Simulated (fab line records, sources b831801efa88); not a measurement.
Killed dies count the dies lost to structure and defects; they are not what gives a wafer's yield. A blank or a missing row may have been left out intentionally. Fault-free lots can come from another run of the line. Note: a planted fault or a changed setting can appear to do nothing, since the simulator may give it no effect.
Which of the tools did it? ; flow sky130 ; 11 lots, 33 wafers sampled, at 3 steps of a route of 708

== WHAT EACH GAUGE READ, for each wafer ==
SKY_CAPM_THK_MEAS_01. Usual: CAPM_CVD_00_THK 15.44 nm, standard deviation 0.21.
lot;measured;on;CAPM_CVD_00_THK (nm);flag
L508;day 36 16:31;film-metro-01;15.24 15.23 15.60;
L510;day 37 03:16;film-metro-04;15.22 15.00 15.50;
L511;day 37 09:38;film-metro-01;15.81 15.51 15.90;
L513;day 38 04:31;film-metro-04;15.37 15.58 15.63;
L515;day 38 17:37;film-metro-02;15.48 15.26 15.52;
L516;day 38 22:21;film-metro-02;15.15 15.49 15.28;
L524;day 41 08:01;film-metro-02;15.66 15.33 15.45;
L527;day 42 01:16;film-metro-01;15.16 15.34 15.67;
L528;day 42 12:37;film-metro-01;15.53 28.15 28.26;OFF
L529;day 42 17:17;film-metro-01;27.56 28.39 15.53;OFF
L530;day 42 17:56;film-metro-04;15.23 15.18 15.47;

== TOOL THAT RAN EACH LOT (tool first, then ch and the chambers of the sampled wafers, then the start) ==
lot;SKY_VIA2_STRIP_16;SKY_CAPM_CVD_00
L508;plasma-asher-03 ch 0,1, day 36 15:02;pecvd-03 ch 0,1, day 36 16:29
L510;plasma-asher-01 ch 0,1, day 37 01:41;pecvd-01 ch 0,1, day 37 03:14
L511;plasma-asher-04 ch 0,1, day 37 08:11;pecvd-01 ch 0,1,2, day 37 09:36
L513;plasma-asher-04 ch 1, day 38 03:05;pecvd-02 ch 0,2, day 38 04:29
L515;plasma-asher-04 ch 0,1, day 38 16:10;pecvd-03 ch 0,2, day 38 17:35
L516;plasma-asher-01 ch 0,1, day 38 20:52;pecvd-03 ch 0, day 38 22:19
L524;plasma-asher-03 ch 0,1, day 41 06:35;pecvd-02 ch 0,1, day 41 07:59
L527;plasma-asher-03 ch 0,1, day 41 23:50;pecvd-02 ch 0,1,2, day 42 01:15
L528;plasma-asher-01 ch 0,1, day 42 11:10;pecvd-01 ch 0,1, day 42 12:35
L529;plasma-asher-03 ch 0,1, day 42 15:50;pecvd-01 ch 0,2, day 42 17:15
L530;plasma-asher-01 ch 0,1, day 42 16:29;pecvd-03 ch 0,1,2, day 42 17:54
- SKY_VIA2_STRIP_16: strips in O2/N2.
- SKY_CAPM_CVD_00: deposits SiO2, target thk 15.5 nm.

== AS READ BY THE TOOLS THEMSELVES (means over the sampled wafers that have a number; for cases with no such wafer, the mark the record gives instead) ==
SKY_VIA2_STRIP_16. Usual: drypump-motor-current-A 5.4 A, standard deviation 0.43; oes-product-au 0.398 a.u., standard deviation 0.0047; strip-time-to-endpoint-s 4.041 s, standard deviation 0.023.
lot;tool;drypump-motor-current-A (A);oes-product-au (a.u.);strip-time-to-endpoint-s (s);flag
L508;plasma-asher-03;6.0;0.393;4.039;
L510;plasma-asher-01;5.0;0.404;4.076;
L511;plasma-asher-04;5.3;0.395;4.069;
L513;plasma-asher-04;5.2;0.399;4.013;
L515;plasma-asher-04;5.2;0.397;4.038;
L516;plasma-asher-01;5.2;0.399;4.035;
L524;plasma-asher-03;5.9;0.398;4.039;
L527;plasma-asher-03;5.9;0.398;4.024;
L528;plasma-asher-01;5.0;0.398;4.014;
L529;plasma-asher-03;5.9;0.398;4.046;
L530;plasma-asher-01;5.2;0.397;4.023;

SKY_CAPM_CVD_00. Usual: heater-power-w at 704 W, with a standard deviation of 89.
lot;tool;heater-power-w (W);flag
L508;pecvd-03;705;
L510;pecvd-01;700;
L511;pecvd-01;668;
L513;pecvd-02;755;
L515;pecvd-03;674;
L516;pecvd-03;614;
L524;pecvd-02;745;
L527;pecvd-02;700;
L528;pecvd-01;643;
L529;pecvd-01;595;
L530;pecvd-03;733;

== THE ANSWER, worked out from the rows above alone ==
Rule: a lot is off if the mean of its wafers that have a number lies more than 3 standard deviations from the usual mean. Also off: a lot with no number at a reading for which 4 or more lots have one. The other lots that the step has rows for count as sound. Order of review: gauges by route order, followed by the tools' own readings, for which a lot's mean as printed above is used. The first step at which some lot is off is used, and at that step the reading that is off furthest; a lot without a number counts as furthest.
Off: at SKY_CAPM_THK_MEAS_01 (CAPM_CVD_00_THK), L528, L529.
A tool fits if, at a process step before that reading, it ran every lot that is off, and no sound lot after the first of them. Gauges at SKY_CAPM_THK_MEAS_01: tried the same way as those tools. This does not decide it: 2 tools fit, namely pecvd-01 at SKY_CAPM_CVD_00 and film-metro-01 at SKY_CAPM_THK_MEAS_01.

== WHAT HAD BEEN PUT IN BY THE SIMULATOR ==
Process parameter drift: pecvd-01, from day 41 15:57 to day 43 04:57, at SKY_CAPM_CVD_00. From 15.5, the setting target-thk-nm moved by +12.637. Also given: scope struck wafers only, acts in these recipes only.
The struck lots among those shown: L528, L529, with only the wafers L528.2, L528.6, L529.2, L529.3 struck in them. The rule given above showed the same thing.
